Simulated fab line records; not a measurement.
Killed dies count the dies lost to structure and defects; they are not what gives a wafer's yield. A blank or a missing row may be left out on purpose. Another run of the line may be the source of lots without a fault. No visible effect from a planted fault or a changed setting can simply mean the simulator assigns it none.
Struck lot and sound lot, side by side | flow gf180mcu | 26 out of 602 route steps
Sound: these wafers, L673.1, L673.2, L673.4. Wafers L686.1, L686.4, L686.6 were the ones struck. At the end, the cause is stated.
Per side, at each step with rows, come the tool, then ch with its chambers, and then its first start. Under that, the readings that differ: sound wafers | struck wafers | difference of the means | sigmas: that difference in standard deviations of wafers without a fault.
alike: words and numbers the same on both sides, and readings whose means are apart by under 2 such deviations; not compared: readings that were withheld, readings missing a value for some wafer, numbers with overlapping values and no deviation given by the record, and bounds like >300 which may hide the same value.
Wherever a step has rows on one side only, a row that says differs or no value, or a row with sigmas, the two part there. Numbers that have no deviation but don't overlap get no sigmas and don't part them. A reading missing from all wafers of one side parts the sides only when that side holds two or more wafers.

first, 5 steps without rows for these wafers: GF_HV_LDD_COAT_14 (resist thk 1000 nm); GF_HV_LDD_SOFTBAKE_15 (time 60 s); GF_HV_LDD_EXPOSE_16 (exposes mask Pplus LV AREA, target cd 400 nm); GF_HV_LDD_PEB_17; GF_HV_LDD_DEVELOP_18 (develop time 60 s).
GF_HV_LDD_CD_MEAS_19 targets a cd of 400 nm.
  sound on cdSem-01, day 10 13:52; struck on cdSem-02, day 15 01:34
  alike: cdNm
GF_HV_LDD_OVL_MEAS_20:
  sound on overlay-02, day 10 13:59; struck on overlay-02, day 15 01:41
  alike: HV_LDD_01_OVL
then, 1 step without rows for these wafers: GF_HV_LDD_IMPLANT_21.
GF_HV_LDD_STRIP_22: strips in O2/N2.
  sound on plasmaAsher-02 ch 0,1, day 10 14:10; struck on plasmaAsher-02 ch 0,1, day 15 01:52
  alike: drypumpMotorCurrentA, heaterPowerW, n2FlowSccm, oesProductAu, stripTimeToEndpointS
  not compared: rfHoursCounterH
GF_HV_LDD_TW_MEAS_23:
  sound on filmMetro-03, day 10 14:16; struck on filmMetro-01, day 15 01:58
reading     | sound          | struck         | difference | sigmas
HV_LDD_2_TW | 1065 1066 1063 | 1048 1054 1046 | -15        | -2
then, 2 steps without rows for these wafers: GF_HV_LDD_DEHYDRATE_24 (time 60 s); GF_HV_LDD_HMDS_25 (prime time 60 s).
GF_HV_LDD_COAT_26: resist thk 1000 nm.
  sound on lithoTrack-01 ch 0, day 10 23:01; struck on lithoTrack-01 ch 0, day 15 12:22
reading                                    | sound          | struck            | difference | sigmas
model.NOVOLAK_of_HV_LDD_COAT_26.thkNm (nm) | 1001 1005 1004 | 964.5 964.7 966.1 | -38.2      | 
then, 3 steps without rows for these wafers: GF_HV_LDD_SOFTBAKE_27 (time 60 s); GF_HV_LDD_EXPOSE_28 (exposes mask Nplus HV AREA, target cd 400 nm); GF_HV_LDD_PEB_29.
GF_HV_LDD_DEVELOP_30: develop time 60 s.
  sound on lithoTrack-03 ch 0, day 11 08:17; struck on lithoTrack-02 ch 0, day 15 23:01
reading                                    | sound          | struck          | difference | sigmas
model.NOVOLAK_of_HV_LDD_COAT_26.thkNm (nm) | 1001 1005 1004 | 964 964.3 965.7 | -39        | 
GF_HV_LDD_CD_MEAS_31 targets a cd of 400 nm.
  sound on cdSem-02, day 11 08:26; struck on cdSem-01, day 15 23:10
reading   | sound             | struck            | difference | sigmas
cdNm (nm) | 398.0 399.6 397.7 | 404.9 407.6 405.0 | +7.4       | +3
GF_HV_LDD_OVL_MEAS_32:
  sound on overlay-01, day 11 08:34; struck on overlay-02, day 15 23:17
  alike: HV_LDD_02_OVL
then, 4 steps without rows for these wafers: GF_HV_LDD_IMPLANT_33; GF_HV_LDD_IMPLANT_34; GF_HV_LDD_IMPLANT_35; GF_HV_LDD_IMPLANT_36.
GF_HV_LDD_STRIP_37: strips in O2/N2.
  sound on plasmaAsher-03 ch 0,1, day 11 09:12; struck on plasmaAsher-03 ch 0,1, day 15 23:55
reading                  | sound             | struck            | difference | sigmas
stripTimeToEndpointS (s) | 12.63 12.70 12.70 | 12.21 12.23 12.23 | -0.45      | -13
  alike: drypumpMotorCurrentA, heaterPowerW, n2FlowSccm, oesProductAu
  not compared: rfHoursCounterH
GF_HV_LDD_TW_MEAS_38:
  sound on filmMetro-04, day 11 09:18; struck on filmMetro-01, day 16 00:01
  alike: HV_LDD_3_TW
GF_PASSIVATION_PROBE_99:
  sound wafers here have rows in the record (prober-02, day 28 17:15); struck ones have none

WHERE THEY PART
At GF_HV_LDD_TW_MEAS_23 first; at GF_PASSIVATION_PROBE_99 last (within this record only).

WHY: what the simulator had put in
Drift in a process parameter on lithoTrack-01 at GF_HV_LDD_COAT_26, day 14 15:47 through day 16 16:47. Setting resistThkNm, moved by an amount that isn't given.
